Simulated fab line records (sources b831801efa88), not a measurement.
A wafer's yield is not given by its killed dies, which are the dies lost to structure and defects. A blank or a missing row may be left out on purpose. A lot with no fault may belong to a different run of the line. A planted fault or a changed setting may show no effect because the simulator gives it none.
Struck lot and sound lot, side by side ; flow sky130 ; 21 out of 708 route steps
Sound: the wafers L219.1, L219.2, L219.3. Struck: wafers L220.1, L220.3, L220.5. Last of all comes the cause.
Order at every step that has rows: each side's tool, ch and its chambers, its first start. Under that, the readings that differ: sound wafers ; struck wafers ; difference of the means ; sigmas: that difference in standard deviations of wafers without a fault.
alike: readings with means less than 2 such deviations apart, plus words and numbers identical on both sides. not compared: withheld readings, readings lacking a value on some wafer, bounds such as >300 that could conceal the same value, and numbers that have no deviation in the record and whose values overlap.
A row with sigmas, a row that says differs or no value, or rows on one side alone: a step with any of these is where the two part. When numbers do not overlap yet have no deviation, they are printed without sigmas and do not part them. A reading missing from all wafers of one side parts the sides only when that side holds two or more wafers.

first, 1 step without rows for these wafers: SKY_FIELD_ISO_CVD_24 (deposits SiO2, target thk 595 nm, time 99.2 s).
SKY_FIELD_ISO_THK_MEAS_25:
  struck on filmMetro-02, day 4 06:37; sound on filmMetro-01, day 4 00:23
  alike: FIELD_ISO_CVD_24_THK
then, 1 step without rows for these wafers: SKY_FIELD_ISO_ANNEAL_26 (time 1800 s).
SKY_FIELD_ISO_CMP_27: polishes, stops on Si3N4, t overpolish 16 s, target thk 457.8 nm.
  sound on cmp-01 ch 0,1,3, day 4 02:41; struck on cmp-01 ch 0,1,3, day 4 08:16
  alike: edgeZonePressureFrac, motorCurrentA, overpolishRunS, timeToEndpointS
then, 5 steps without rows for these wafers: SKY_FIELD_ISO_WET_ETCH_28 (etches SiO2 in dHF, target depth 23.7 nm, time 47 s); SKY_FIELD_ISO_WET_ETCH_29 (etches Si3N4 in H3PO4, target depth 160 nm, time 1825 s); SKY_FIELD_ISO_WET_ETCH_30 (etches SiO2 in dHF, target depth 25 nm, time 50 s); SKY_NWELL_CLEAN_00 (cleans in SC1/SC2, time 150 s); SKY_NWELL_OXIDATION_01 (stabilise 600 s, purge 300 s, target thk 10 nm).
SKY_NWELL_THK_MEAS_02:
  struck on filmMetro-03, day 4 11:02; sound on filmMetro-04, day 4 06:05
  alike: NWELL_OXIDATION_THK
then, 2 steps without rows for these wafers: SKY_DNWELL_DEHYDRATE_00 (time 60 s); SKY_DNWELL_HMDS_01 (prime time 60 s).
SKY_DNWELL_COAT_02: resist thk 3000 nm.
  sound on lithoTrack-02 ch 0, day 4 14:44; struck on lithoTrack-02 ch 0, day 4 19:56
reading;sound;struck;difference;sigmas
spinSpeedRpm (rpm);1998.8 1998.1 1998.4;2137.3 2139.8 2138.6;+140.1;+93
model.coat_of_DNWELL_COAT_02.thkNm (nm);2994 2989 2995;2906 2892 2904;-92;
  alike: dispensePressureKPa, resistLineTempC
then, 3 steps without rows for these wafers: SKY_DNWELL_SOFTBAKE_03; SKY_DNWELL_EXPOSE_04 (exposes mask DNM, target cd 3000 nm); SKY_DNWELL_PEB_05.
SKY_DNWELL_DEVELOP_06: develop time 60 s.
  sound on lithoTrack-02 ch 0; struck on lithoTrack-04 ch 0
reading;sound;struck;difference;sigmas
model.coat_of_DNWELL_COAT_02.thkNm (nm);2990 2985 2990;2902 2888 2900;-92;
  alike: resistLineTempC
after that, 1 step had no rows for these wafers: SKY_DNWELL_IMPLANT_07.
SKY_DNWELL_STRIP_08: strips in O2/N2.
  sound on plasmaAsher-02 ch 0,1, day 4 23:50; struck on plasmaAsher-03 ch 0,1, day 5 05:20
reading;sound;struck;difference;sigmas
stripTimeToEndpointS (s);36.85 36.78 36.84;35.85 35.69 35.81;-1.04;-11
  alike: drypumpMotorCurrentA, oesProductAu
  not compared: rfHoursCounterH
SKY_DNWELL_TW_MEAS_09:
  struck on filmMetro-04, day 5 05:26; sound on filmMetro-04, day 4 23:56
  alike: DNWELL_TW
after that, 1 step had no rows for these wafers: SKY_PAD_OPEN_PROBE_99.

== WHERE THEY PART ==
Earliest at SKY_DNWELL_COAT_02; latest, in this record, at SKY_DNWELL_STRIP_08. Later steps at which nothing parts them and some readings are alike: SKY_DNWELL_TW_MEAS_09.

WHY: what had been put in by the simulator
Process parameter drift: lithoTrack-02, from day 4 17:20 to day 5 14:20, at SKY_DNWELL_COAT_02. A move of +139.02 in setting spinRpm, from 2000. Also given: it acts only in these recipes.
